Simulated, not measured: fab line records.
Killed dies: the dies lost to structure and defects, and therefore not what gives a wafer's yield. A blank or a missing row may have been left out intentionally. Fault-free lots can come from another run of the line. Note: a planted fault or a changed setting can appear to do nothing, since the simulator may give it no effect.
Matching of chambers + flow sky130 + SKY_LI_CONTACT_CMP_02 on cmp-01: 4 sister chambers
The step polishes PSG. 4 wafers are shown with their chamber, then 10 later ones without.

WAFERS PAIRED WITH THEIR CHAMBERS
| wafer  | chamber | motorCurrentA (A) |
|--------|---------|-------------------|
| L556.1 | 0       | 11.3              |
| L558.3 | 2       | 12.0              |
| L564.1 | 1       | 14.5              |
| L564.2 | 3       | 10.1              |

WAFERS WHOSE CHAMBER IS MISSING
| wafer  | motorCurrentA (A) |
|--------|-------------------|
| L564.5 | 11.2              |
| L569.4 | 11.0              |
| L569.5 | 11.7              |
| L569.6 | 9.8               |
| L572.1 | 12.8              |
| L572.2 | 11.6              |
| L572.5 | 11.3              |
| L574.1 | 11.4              |
| L574.3 | 15.2              |
| L574.4 | 9.6               |

CHAMBER TAKEN BY EACH
| wafer  | from the rows above          | in truth |
|--------|------------------------------|----------|
| L564.5 | can't be placed: 0 or 2      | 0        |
| L569.4 | can't be placed: 0 or 3 or 2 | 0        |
| L569.5 | can't be placed: 2 or 0      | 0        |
| L569.6 | 3                            | 3        |
| L572.1 | can't be placed: 2 or 0      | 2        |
| L572.2 | can't be placed: 0 or 2      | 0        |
| L572.5 | can't be placed: 0 or 2      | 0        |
| L574.1 | can't be placed: 0 or 2      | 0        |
| L574.3 | 1                            | 1        |
| L574.4 | 3                            | 3        |
Placed correctly: 3 of 10. These rows do not allow placing 7 (true chamber among the candidates in 7). 0 placed wrongly.
How it was worked out, from the rows above alone: a wafer's distance from a chamber is the root of the sum, over the readings, of the square of ((its reading less the chamber's mean) divided by the reading's scatter). If the next closest chamber is less than 2 further off than the closest, the wafer can't be placed; otherwise it belongs to the closest. A chamber's mean is the mean of its shown wafers. The scatter (one wafer shown for each chamber): square how far every hidden wafer sits from the nearest shown wafer, average those squares and take the square root.
